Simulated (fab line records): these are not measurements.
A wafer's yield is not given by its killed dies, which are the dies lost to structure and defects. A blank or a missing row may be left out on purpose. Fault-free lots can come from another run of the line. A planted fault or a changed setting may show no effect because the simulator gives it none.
Split-lot trial -- flow sky130 -- route with 708 steps; 5 lots, 23 wafers read

THE SPLIT ITSELF
At SKY_SD_P_COAT_02 (resist thk 1140 nm), the setting resist thk nm was moved away from the recipe's 1140 nm on 5 of the 23 wafers read, by -1.9% to +1.9%. For the rest of the wafers, this setting stayed at what the recipe calls for.

The split's own step is where the reading is taken.

THE READING
NOVOLAK_of_SD_P_COAT_02.thk nm (the simulator's own value, which no gauge read), in nm, at SKY_SD_P_COAT_02 (resist thk 1140 nm). There is no usual value for it anywhere in the file. Average 1139 nm, standard deviation 4.5 nm, over the 18 wafers here run with the recipe.

wafer,"tool, chamber at the split","resist thk nm as run, nm",against the recipe,"NOVOLAK_of_SD_P_COAT_02.thk nm, nm",against lot-mates on the recipe
L075.1,"litho track-01, 0",1140,recipe,1137,-
L075.2,"litho track-01, 0",1118,-1.9%,1113,-25
L075.3,"litho track-01, 0",1118,-1.9%,1114,-24
L075.6,"litho track-01, 0",1118,-1.9%,1114,-24
L075.4,"litho track-01, 0",1140,recipe,1139,-
L077.2,"litho track-01, 0",1140,recipe,1137,-
L077.3,"litho track-01, 0",1140,recipe,1138,-
L077.5,"litho track-01, 0",1140,recipe,1135,-
L079.1,"litho track-01, 0",1140,recipe,1135,-
L079.2,"litho track-01, 0",1140,recipe,1137,-
L079.4,"litho track-01, 0",1140,recipe,1133,-
L079.6,"litho track-01, 0",1140,recipe,1133,-
L079.5,"litho track-01, 0",1140,recipe,1134,-
L081.1,"litho track-01, 0",1162,+1.9%,1159,+19
L081.2,"litho track-01, 0",1140,recipe,1137,-
L081.3,"litho track-01, 0",1140,recipe,1139,-
L081.4,"litho track-01, 0",1140,recipe,1143,-
L081.6,"litho track-01, 0",1162,+1.9%,1162,+22
L085.1,"litho track-04, 0",1140,recipe,1149,-
L085.2,"litho track-04, 0",1140,recipe,1143,-
L085.4,"litho track-04, 0",1140,recipe,1144,-
L085.5,"litho track-04, 0",1140,recipe,1146,-
L085.6,"litho track-04, 0",1140,recipe,1142,-

FIT RESULTS
A straight line over all 23 wafers: NOVOLAK_of_SD_P_COAT_02.thk nm changes by +12.3 nm for each +1% of resist thk nm; r = +0.94; the points scatter about the line by 4.2 nm.
The same after taking each lot's own level away (the mean of its wafers on the recipe; 23 wafers): +11.8 nm for each +1%; r = +0.98; scatter 2 nm.
The reading moves by 23 nm for the largest change in resist thk nm, on that fit.
The span of the lots' own levels, 1134.4 to 1144.8 nm, comes to 2.3 times the standard deviation stated above.
The two slopes agree, so the slope changes little with the lot-to-lot level.
Check: with one of the wafers moved furthest among these (+1.9%) left out of the fit, the line predicts +23.6 nm for it against its lot-mates. Against them it came out at +19.3 nm.

FURTHER SPLITS ON THESE WAFERS
Other splits were also applied to these wafers ahead of the reading. Each is held against what the fit with the lots' levels taken away leaves over:
other split on the same wafers,wafers away from the commonest value,r with NOVOLAK_of_SD_P_COAT_02.thk nm (lot level and that fit taken away)
SKY_LDD_HVP_COAT_02 spin rpm,4,-0.08
SKY_LDD_HVP_IMPLANT_08 dose cm2,11,+0.30
SKY_LDD_LDN_IMPLANT_09 energy kev,10,+0.15
SKY_POLY_CUT_COAT_03 spin rpm,8,+0.32
SKY_POLY_CUT_ETCH_10 ion energy ev,11,+0.07

THE WHOLE CHAIN: every reading that the file lists as answering this split, in the file's order
step,what it does,reading,change (the file's fit),r (the file's)
SKY_SD_P_COAT_02,resist thk 1140 nm,"NOVOLAK_of_SD_P_COAT_02.thk nm (the simulator's own value, which no gauge read)",+11.7 nm for each +1% of the setting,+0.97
SKY_SD_P_STRIP_10,strips in O2/N2,strip time to endpoint s,withheld for each +1% of the setting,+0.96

FILE'S OWN FIT
NOVOLAK_of_SD_P_COAT_02.thk nm changes by +11.7 nm for each +1% of resist thk nm, r = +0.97.
